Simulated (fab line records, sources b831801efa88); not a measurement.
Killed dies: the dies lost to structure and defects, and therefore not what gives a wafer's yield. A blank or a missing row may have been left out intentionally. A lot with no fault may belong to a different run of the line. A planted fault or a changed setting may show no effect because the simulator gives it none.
A lot that was struck, set against a sound lot + flow sfq_line + 14 steps out of a route of 325
Sound: these wafers, L652.1, L652.4, L652.5. Struck: wafer L661.5. (L661.2 of the same lot was not struck and is left out.) The cause comes at the end.
Each step with rows lists, per side, the tool, then ch with its chambers, then its first start. Under that, the readings that differ: sound wafers + struck wafers + difference of the means + sigmas: that difference in standard deviations of wafers without a fault.
alike: readings with means less than 2 such deviations apart, plus words and numbers identical on both sides. not compared: withheld readings, readings lacking a value on some wafer, bounds such as >300 that could conceal the same value, and numbers that have no deviation in the record and whose values overlap.
Wherever a step has rows on one side only, a row that says differs or no value, or a row with sigmas, the two part there. Numbers that have no deviation but don't overlap get no sigmas and don't part them. A reading that every wafer of one side lacks parts them only if that side has two wafers or more.

first, 6 steps without rows for these wafers: SFQ_TRILAYER_M3_LITHO_COAT_080 (resist thk 62 nm); SFQ_TRILAYER_M3_LITHO_COAT_075 (resist thk 600 nm); SFQ_TRILAYER_M3_LITHO_SOFTBAKE_079; SFQ_TRILAYER_M3_LITHO_EXPOSE_076 (exposes mask M3, target cd 500 nm); SFQ_TRILAYER_M3_LITHO_PEB_078 (peb time 60 s); SFQ_TRILAYER_M3_LITHO_DEVELOP_077 (time 60 s).
SFQ_M3_OVL_MEAS_921:
  struck on overlay-02, day 52 14:48; sound on overlay-02, day 51 13:35
  alike: M3_OVL
SFQ_TRILAYER_M3_BARC_OPEN_METAL_ETCH_100: etches BARC in O2, target depth 125 nm, time 41.7 s.
  sound on rie_metal-03 ch 0,1, day 51 13:38; struck on rie_metal-04 ch 0, day 52 14:50
  alike: drypump_motor_current_A, oes_product_au
  not compared: rf_hours_counter_h
SFQ_TRILAYER_M3_ETCH_METAL_ETCH_078: etches Nb in Cl2/Ar, stops on SiO2, target depth 240 nm, time 120 s.
  sound on rie_metal-03 ch 0,1, day 51 13:41; struck on rie_metal-04 ch 0, day 52 14:53
  alike: drypump_motor_current_A, oes_product_au
  not compared: rf_hours_counter_h
SFQ_TRILAYER_M3_STRIP_STRIP_079: strips in O2.
  sound on rie_metal-03 ch 0,1, day 51 13:49; struck on rie_metal-04 ch 0, day 52 15:01
  alike: drypump_motor_current_A, oes_product_au
  not compared: rf_hours_counter_h
then, 1 step without rows for these wafers: SFQ_TRILAYER_M3_STRIP_SOLV_CLEAN_080 (cleans in NMP, time 600 s).
SFQ_TRILAYER_I3_DEP_PECVD_081: deposits SiO2 from SiH4/N2O, time 111.11 s, target thk 500 nm.
  sound on pecvd-01 ch 0,1,2, day 51 14:35; struck on pecvd-02 ch 1, day 52 15:47
| reading                                             | sound             | struck | difference | sigmas |
|-----------------------------------------------------|-------------------|--------|------------|--------|
| run_length_s (s)                                    | 139.2 139.2 140.1 | 171.3  | +31.8      | +61    |
| model.SiO2_of_TRILAYER_I3_DEP_PECVD_081.thk_nm (nm) | 494.9 498.5 500.8 | 649.1  | +151.0     |        |
  alike: heater_power_w, showerhead_vpp_V, throttle_valve_pct
  not compared: since_wet_clean_h
SFQ_TRILAYER_I3_CMP_CMP_082: polishes SiO2.
  sound on cmp-02 ch 1,2,3, day 52 01:59; struck on cmp-01 ch 2, day 53 05:26
| reading                | sound       | struck | difference | sigmas |
|------------------------|-------------|--------|------------|--------|
| time_to_endpoint_s (s) | 204 214 216 | 329    | +118       | +15    |
  alike: motor_current_A
SFQ_I3_BOW_MEAS_922:
  struck on film_metro-04, day 53 05:57; sound on film_metro-02, day 52 04:29
  alike: I3_BOW

== WHERE THEY PART ==
First at SFQ_TRILAYER_I3_DEP_PECVD_081; last, within this record, at SFQ_TRILAYER_I3_CMP_CMP_082. Later steps at which nothing parts them and some readings are alike: SFQ_I3_BOW_MEAS_922.

WHY: what had been put in by the simulator
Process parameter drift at SFQ_TRILAYER_I3_DEP_PECVD_081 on pecvd-02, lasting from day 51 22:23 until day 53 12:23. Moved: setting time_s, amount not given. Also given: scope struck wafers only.
